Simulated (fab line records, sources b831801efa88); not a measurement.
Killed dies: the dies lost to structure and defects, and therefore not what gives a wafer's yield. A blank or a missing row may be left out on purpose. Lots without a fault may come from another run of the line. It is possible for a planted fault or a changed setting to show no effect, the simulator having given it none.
One fault through the eyes of 2 desks	flow gf180mcu	what lay behind the numbers comes last; until then each desk has only its own

## AT THE TOOL OWNER'S DESK: implanter-02
For each lot that ran on this tool, the mean over its sampled wafers that have a number, from the tool's own readings at GF_LVPWELL_IMPLANT_08. A lot is out of limits, marked OUT, if its mean lies more than 4 standard deviations from the usual mean; the brackets give that distance.
Columns: A = doseIonsCm2 at GF_LVPWELL_IMPLANT_08, usual 1.4998e+13; B = faradayCurrentUA at GF_LVPWELL_IMPLANT_08, usual 84.6
lot	first seen here	A	B
L893	day 6 03:14	1.6544e+13 (+99 or more) OUT	91.8 (+4.2) OUT
L895	day 6 12:45	1.6551e+13 (+99 or more) OUT	94.2 (+5.6) OUT
This desk's verdict: out of limits on L893, L895, starting with L893 at day 6 03:14 (doseIonsCm2 at GF_LVPWELL_IMPLANT_08). In limits: none.

## THE METROLOGY DESK
Lot by lot, what the gauges showed, no matter which tool ran the lot: averages of those sampled wafers that carry a number. A lot is out of limits, marked OUT, if its mean lies more than 4 standard deviations from the usual mean; the brackets give that distance.
Columns: A = NWELL_TW at GF_NWELL_TW_MEAS_11, usual 1566; B = VT_IMPLANT_03_OVL at GF_VT_IMPLANT_OVL_MEAS_40, usual 0.1 nm; C = LVPWELL_RS at GF_VT_IMPLANT_RS_MEAS_48, usual 1196 ohm/sq
lot	first seen here	A	B	C
L884	day 3 08:19	1546	1.6	1197
L885	day 3 14:18	1556	-0.5	1197
L886	day 3 18:14	1583	-1.2	1194
L887	day 4 00:37	1576	1.2	1196
L888	day 4 05:16	1569	0.2	1198
L893	day 5 12:28	1550	0.9	1136 (-19) OUT
L895	day 5 21:12	1553	-1.0	1139 (-18) OUT
L899	day 6 19:02	1548	1.0	1197
L900	day 6 23:46	1580	0.9	1199
L901	day 7 03:42	1551	0.4	1202
L903	day 7 16:31	1580	-0.4	1196
L905	day 8 01:57	1551	-0.9	1194
L906	day 8 08:59	1551	-0.0	1197
This desk's result: L893, L895 out of limits, first on L893 (LVPWELL_RS at GF_VT_IMPLANT_RS_MEAS_48), day 10 07:02. L884, L885, L886, L887, L888, L899, L900, L901, L903, L905, L906: within limits.

## ALL TOGETHER
The tool owner's desk could have raised an alarm at day 6 03:14, on L893, L895.
L893, L895 would have let the metrology desk raise an alarm at day 10 07:02.
Every lot named ran GF_LVPWELL_IMPLANT_08 on implanter-02.

## WHAT THE SIMULATOR PUT IN
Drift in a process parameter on implanter-02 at GF_LVPWELL_IMPLANT_08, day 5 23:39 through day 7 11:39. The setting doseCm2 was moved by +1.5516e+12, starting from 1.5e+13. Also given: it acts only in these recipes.
Lots struck among those shown: L893, L895.
Counting hours from when the fault started, the first reading out of limits came at 4 for the tool owner's desk and at 103 for the metrology desk.
